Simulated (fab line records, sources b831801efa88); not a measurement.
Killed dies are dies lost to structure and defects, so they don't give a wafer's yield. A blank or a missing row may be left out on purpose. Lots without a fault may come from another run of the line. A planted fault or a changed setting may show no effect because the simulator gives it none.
Which tool did it? | flow gf180mcu | 6 lots, 18 wafers sampled, at 4 steps of a route of 602

WHAT THE GAUGES READ, wafer by wafer
GF_LVPWELL_OVL_MEAS_07.
lot  | measured    | on         | LVPWELL_OVL (nm)
L272 | day 4 01:33 | overlay-02 | 0.2 -0.8 -1.7
L276 | day 5 01:12 | overlay-01 | -1.7 -0.5 -1.4
L279 | day 5 18:48 | overlay-02 | 0.1 -0.6 0.1
L290 | day 8 10:25 | overlay-02 | 0.7 1.0 -0.2
L293 | day 9 01:16 | overlay-02 | 0.1 -1.4 0.1

WHICH TOOL RAN EACH LOT (tool, then ch and the chambers of the sampled wafers, then the start)
lot  | GF_STI_ETCH_13                    | GF_STI_STRIP_15                     | GF_STI_CMP_25
L272 | rie_diel-03 ch 0,2,3, day 2 07:08 | plasma_asher-02 ch 0,1, day 2 07:17 | cmp-01 ch 0,1,2, day 2 09:04
L276 | rie_diel-02 ch 0,1, day 3 03:08   | plasma_asher-02 ch 0,1, day 3 03:18 | cmp-01 ch 1,2, day 3 06:53
L279 | rie_diel-04 ch 2,3, day 3 21:26   | plasma_asher-04 ch 0,1, day 3 21:35 | cmp-02 ch 0,1, day 3 23:52
L281 | rie_diel-02 ch 0,2,3, day 4 05:07 | plasma_asher-02 ch 0,1, day 4 05:16 | cmp-01 ch 0,3, day 4 08:36
L290 | rie_diel-03 ch 0,2,3, day 6 04:31 | plasma_asher-04 ch 0,1, day 6 04:41 | cmp-01 ch 0,1,3, day 6 07:50
L293 | rie_diel-03 ch 0,2,3, day 6 18:22 | plasma_asher-04 ch 0,1, day 6 18:34 | cmp-01 ch 0,1,3, day 6 21:04
- GF_STI_ETCH_13: etches the open film in CHF3/O2, stops on Si, target depth 282.31 nm, time 112.9 s.
- GF_STI_STRIP_15: strips in O2/N2.
- GF_STI_CMP_25: polishes, stops on Si3N4, t overpolish 33 s, target thk 524.6 nm.

THE ANSWER, worked out from the rows above alone
Rule: what is usual is taken from the lots themselves. Put in order of their means at a reading, lots are off if they are a third of the lots or fewer, leave a main group of 4 or more, and stand apart from it by a gap of 3 or more times the standard deviation of the main group's means; of several such gaps the widest counts. A main group whose means are all the same, to the digits that the tables above print for the reading, isn't used. A lot without any number at a reading at which 4 lots or more have one is off too. The other lots that the step has rows for count as sound.
No lot is off at any reading shown: from this, nothing can be told.

WHAT THE SIMULATOR HAD PUT IN
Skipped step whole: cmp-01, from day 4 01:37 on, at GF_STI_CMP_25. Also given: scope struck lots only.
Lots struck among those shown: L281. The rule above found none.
